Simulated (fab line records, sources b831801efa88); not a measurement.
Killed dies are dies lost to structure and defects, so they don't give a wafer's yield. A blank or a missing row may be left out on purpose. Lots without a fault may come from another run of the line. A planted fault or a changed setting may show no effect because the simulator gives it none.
fab line records | flow gf180mcu | part 2 of 2: steps 24 to 34 of 34
record lots=5 wafers=15 last_day=33
route steps=602 shown MIM@513 M5@526 V5@540
lots that met no fault: from a run of the same line without faults
start_h: hours from the record's first day to the start of the lot's first wafer shown | wait_h: hours since the lot's step before | " the same as in the row above | L1.1+2: a row that stands for several wafers | - no value, or no start given | * or withheld: withheld | < > ~ a bound
route shown NAME@n: a module of which the file shows steps, and the number in the route of the first | usual: mean/standard deviation of fault-free wafers | same: alike in all rows | chamber/n: place in a boat | sites: the reading at each site | _std_site: their standard deviation | _edge_site: outer sites' mean less inner sites' | radius_mm: how far each site lies from the wafer's centre | mask NAME#n: copy n | behind: the tool/chamber that last shaped the wafer | hold: why the lot was held/for how many hours/how that ended | device: the transistor (n, p or np) that didn't switch | end of line: the same wafers' tests at the end of the route | a step without rows: its recipe alone | killed: dies lost to structure and defects at the first sort, not the wafer's yield | map: a wafer's dies, x killed, . not, _ none there
set.NAME: the setting as run; set.NAME@STEP: as run at that earlier step | model.NAME: the simulator's own value behind a step, which no gauge read
lots at some steps of the route; a table a step, a row a wafer
services: from which hour (start_h, from the record's first day; less than 0 if before it) a tool's chamber was out of use, for how many hours, and why
## steps
# step GF_M5_METAL_ETCH_10
# recipe chemistry=Cl2/BCl3 mask_material=KrF target_depth_nm=750.8 stop_on=SiO2 pressure_mtorr=8 icp_w=800 bias_w=140 Cl2_flow_sccm=80 bcl3_flow_sccm=40 time_s=125.1
# usual drypump_motor_current_A=6.0/0.56 oes_product_au=0.989/0.0058 rf_fwd_power_W=796.7/2.6 throttle_valve_pct=28.232/0.0088
# columns lot.wafer tool chamber start_h wait_h drypump_motor_current_A oes_product_au rf_fwd_power_W rf_hours_counter_h throttle_valve_pct
L077.3 rie_metal-01 0 634.46 0.1 6.1 0.993 793.0 - 28.216
L077.4 " 1 " " 4.7 0.991 796.0 - 28.237
L077.5 " 0 " " 6.1 0.988 796.3 - 28.218
L079.2 rie_metal-04 0 652.18 0.0 6.4 1.000 796.3 16 28.235
L079.3 " 0 " " 6.4 0.984 799.7 - 28.232
L079.4 " 1 " " 5.5 0.985 793.7 - 28.232
L080.1 rie_metal-02 1 680.88 0.0 6.5 0.994 788.4 4 28.232
L080.5 " 1 " " 6.5 0.992 793.8 - 28.226
L080.6 " 0 " " 6.0 0.991 794.7 - 28.234
L085.1 rie_metal-02 0 705.21 0.0 6.0 0.982 794.8 10 28.241
L085.3 " 1 " " 6.5 0.990 795.3 - 28.230
L085.6 " 1 " " 6.5 0.995 796.1 - 28.240
L094.2 rie_metal-04 0 746.06 0.0 6.4 0.986 795.1 3 28.227
L094.4 " 1 " " 5.5 0.986 793.1 - 28.234
L094.5 " 1 " " 5.5 0.989 798.7 - 28.239
# step GF_M5_STRIP_11
# recipe chemistry=O2/N2 power_w=1400 pressure_mtorr=1500 platen_temp_c=250 o2_flow_sccm=3000 n2_flow_sccm=300 overash_fraction=0.5
# usual drypump_motor_current_A=5.6/0.53 heater_power_w=301/18 o2_flow_sccm=3000/7.8 oes_product_au=0.523/0.005 strip_time_to_endpoint_s=7.05/0.059
# columns lot.wafer tool chamber start_h wait_h drypump_motor_current_A heater_power_w o2_flow_sccm oes_product_au rf_hours_counter_h strip_time_to_endpoint_s
L077.3 plasma_asher-04 0 634.58 0.1 6.1 309 3009 0.514 - 6.95
L077.4 " 1 " " 4.7 304 2996 0.529 - 7.06
L077.5 " 1 " " 4.8 305 3005 0.527 - 7.03
L079.2 plasma_asher-04 1 652.31 0.1 4.8 297 3024 0.532 88 7.08
L079.3 " 1 " " 4.8 298 3016 0.529 - 7.06
L079.4 " 0 " " 6.1 304 2994 0.529 - 7.06
L080.1 plasma_asher-04 0 681.01 0.1 6.1 306 2998 0.526 91 7.05
L080.5 " 1 " " 4.8 296 2995 0.525 - 7.03
L080.6 " 0 " " 6.0 311 3002 0.529 - 7.09
L085.1 plasma_asher-02 1 705.34 0.1 6.0 291 3015 0.533 108 7.10
L085.3 " 1 " " 6.0 294 3007 0.520 - 7.08
L085.6 " 1 " " 6.0 296 2999 0.519 - 7.05
L094.2 plasma_asher-04 1 746.19 0.1 4.8 295 2997 0.521 98 6.99
L094.4 " 0 " " 6.0 317 3012 0.526 - 6.97
L094.5 " 0 " " 6.0 315 2999 0.522 - 7.05
# step GF_M5_STRIP_12
# recipe chemistry=post_etch_residue_remover time_s=1200 temp_c=72.5
# columns lot.wafer tool chamber start_h wait_h
L077.3+4+5 wet_bench-03 3 634.64 0.0
L079.2+3+4 wet_bench-01 0 652.41 0.1
L080.1+5+6 wet_bench-02 0 681.11 0.1
L085.1+3+6 wet_bench-02 3 705.44 0.1
L094.2+4+5 wet_bench-01 3 746.29 0.1
# step GF_M5_CLEAN_13
# recipe chemistry=DIW dry=n2_spin
# columns lot.wafer tool chamber start_h wait_h
L077.3+4+5 wet_bench-02 1 634.99 0.0
L079.2+3+4 wet_bench-03 1 652.75 0.0
L080.1+5+6 wet_bench-03 2 681.48 0.0
L085.1+3+6 wet_bench-01 3 705.82 0.0
L094.2+4+5 wet_bench-02 2 746.66 0.0
# step GF_V5_CVD_00
# recipe material=SiO2 target_thk_nm=300 sigma_open_frac=0.3 temp_c=400 time_s=50 sih4_flow_sccm=60 pressure_mtorr=6
# usual pressure_mtorr=6.000/0.013
# columns lot.wafer tool chamber start_h wait_h pressure_mtorr
L077.3 hdpcvd-02 0 635.09 0.0 5.999
L077.4 " 0 " " 6.016
L077.5 " 1 " " 6.000
L079.2 hdpcvd-01 0 652.85 0.0 6.010
L079.3 " 2 " " 6.015
L079.4 " 2 " " 6.014
L080.1 hdpcvd-01 2 681.57 0.0 5.987
L080.5 " 2 " " 5.978
L080.6 " 0 " " 6.024
L085.1 hdpcvd-02 0 705.91 0.0 6.013
L085.3 " 2 " " 6.001
L085.6 " 2 " " 6.001
L094.2 hdpcvd-02 0 746.76 0.0 5.994
L094.4 " 1 " " 5.997
L094.5 " 2 " " 5.995
# step GF_V5_THK_MEAS_01
# recipe reads=SiO2_of_V5_CVD_00
# usual V5_CVD_00_THK=302/3.4
# columns lot.wafer tool chamber start_h wait_h V5_CVD_00_THK[nm]
L077.3 film_metro-01 - 635.15 0.0 301
L077.4 " - " " 306
L077.5 " - " " 306
L079.2 film_metro-01 - 652.90 0.0 297
L079.3 " - " " 296
L079.4 " - " " 292
L080.1 film_metro-01 - 681.64 0.0 297
L080.5 " - " " 296
L080.6 " - " " 300
L085.1 film_metro-03 - 705.95 0.0 304
L085.3 " - " " 305
L085.6 " - " " 307
L094.2 film_metro-01 - 746.82 0.0 296
L094.4 " - " " 297
L094.5 " - " " 301
# step GF_V5_CVD_02
# recipe material=SiO2 target_thk_nm=1450 precursor=TEOS temp_c=400 time_s=163.28 rf_w=600
# usual heater_power_w=677/100 rf_fwd_power_W=597.0/1.7
# columns lot.wafer tool chamber start_h wait_h heater_power_w rf_fwd_power_W
L077.3 pecvd-02 1 635.19 0.0 848 595.8
L077.4 " 1 " " 713 594.5
L077.5 " 2 " " 694 596.9
L079.2 pecvd-01 0 652.95 0.0 534 597.2
L079.3 " 1 " " 697 598.8
L079.4 " 1 " " 785 596.8
L080.1 pecvd-01 2 681.70 0.1 644 598.0
L080.5 " 2 " " 763 595.9
L080.6 " 0 " " 509 594.5
L085.1 pecvd-04 0 706.01 0.1 639 596.9
L085.3 " 1 " " 724 597.0
L085.6 " 1 " " 574 597.3
L094.2 pecvd-04 2 746.87 0.0 760 596.9
L094.4 " 1 " " 716 595.0
L094.5 " 2 " " 615 597.8
# step GF_V5_THK_MEAS_03
# recipe reads=SiO2_of_V5_CVD_02
# usual V5_CVD_02_THK=1452/19
# columns lot.wafer tool chamber start_h wait_h V5_CVD_02_THK[nm]
L077.3 film_metro-03 - 635.32 0.1 1441
L077.4 " - " " 1466
L077.5 " - " " 1451
L079.2 film_metro-03 - 653.07 0.1 1432
L079.3 " - " " 1410
L079.4 " - " " 1445
L080.1 film_metro-01 - 681.81 0.1 1462
L080.5 " - " " 1487
L080.6 " - " " 1493
L085.1 film_metro-01 - 706.12 0.1 1459
L085.3 " - " " 1415
L085.6 " - " " 1463
L094.2 film_metro-03 - 746.99 0.1 1439
L094.4 " - " " 1464
L094.5 " - " " 1492
# step GF_V5_CMP_04
# recipe material=SiO2 down_force_psi=4 platen_rpm=60 pad_velocity_m_s=0.94248
# usual motor_current_A=11.8/0.93
# columns lot.wafer tool chamber start_h wait_h motor_current_A
L077.4 cmp-02 3 635.46 0.1 10.7
L077.3 " 0 " " 11.7
L077.5 " 2 " " 12.3
L079.3 cmp-02 2 653.17 0.1 13.1
L079.2 " 3 " " 10.7
L079.4 " 0 " " 11.6
L080.1 cmp-01 2 682.30 0.5 11.2
L080.6 " 0 " " 10.8
L080.5 " 1 " " 10.3
L085.1 cmp-01 0 706.28 0.1 10.8
L085.3 " 1 " " 9.9
L085.6 " 2 " " 11.4
L094.4 cmp-02 2 747.04 0.0 12.9
L094.2 " 0 " " 11.1
L094.5 " 3 " " 11.0
# step GF_V5_BOW_MEAS_05
# recipe mode=bow
# usual V5_BOW=134/9.5
# columns lot.wafer tool chamber start_h wait_h V5_BOW[um]
L077.3 film_metro-01 - 635.70 0.1 135
L077.4 " - " " 120
L077.5 " - " " 135
L079.2 film_metro-01 - 653.44 0.2 145
L079.3 " - " " 133
L079.4 " - " " 135
L080.1 film_metro-03 - 682.50 0.1 111
L080.5 " - " " 135
L080.6 " - " " 125
L085.1 film_metro-01 - 706.48 0.1 120
L085.3 " - " " 131
L085.6 " - " " 134
L094.2 film_metro-02 - 747.36 0.2 126
L094.4 " - " " 120
L094.5 " - " " 131
# step GF_V5_DEHYDRATE_06
# recipe temp_c=200 time_s=60
# usual exhaust_pa=45.0/0.91
# columns lot.wafer tool chamber start_h wait_h exhaust_pa
L077.3 litho_track-04 0 644.20 8.5 46.0
L077.4 " 0 " " 46.2
L077.5 " 0 " " 46.0
L079.2 litho_track-04 0 662.42 9.0 44.2
L079.3 " 0 " " 44.5
L079.4 " 0 " " 44.9
L080.1 litho_track-01 0 690.30 7.8 45.3
L080.5 " 0 " " 45.4
L080.6 " 0 " " 47.1
L085.1 litho_track-03 0 715.43 8.9 45.6
L085.3 " 0 " " 46.1
L085.6 " 0 " " 44.8
L094.2 litho_track-04 0 755.32 7.9 45.0
L094.4 " 0 " " 46.7
L094.5 " 0 " " 45.5
## services
# columns tool chamber start_h hours kind
krf_scanner-01 - 586.89 0.8 pm
cmp-02 - 589.84 4.5 pm
plasma_asher-04 - 590.90 0.4 repair
iline_stepper-02 - 592.74 1.6 repair
krf_scanner-01 - 597.22 3.6 pm
rie_metal-04 - 600.18 2.1 repair
rie_metal-04 - 605.50 2.8 pm
plasma_asher-04 - 609.92 2.2 repair
rie_metal-04 - 627.80 1.8 repair
krf_scanner-01 - 632.72 1.0 pm
rie_metal-02 - 650.69 1.7 repair
iline_stepper-02 - 656.41 1.7 pm
krf_scanner-01 - 674.78 2.1 repair
cmp-02 - 680.70 4.1 repair
wet_bench-04 - 684.09 1.9 pm
krf_scanner-01 - 685.21 0.4 repair
rie_metal-04 0 687.84 3.1 repair
krf_scanner-01 - 702.53 1.3 pm
plasma_asher-02 - 711.56 3.8 repair
rie_metal-04 - 723.69 14.6 pm
krf_scanner-01 - 729.84 15.1 repair
wet_bench-04 - 731.50 5.8 repair
rie_metal-02 1 748.01 3.0 repair
wet_bench-04 - 751.93 1.9 repair
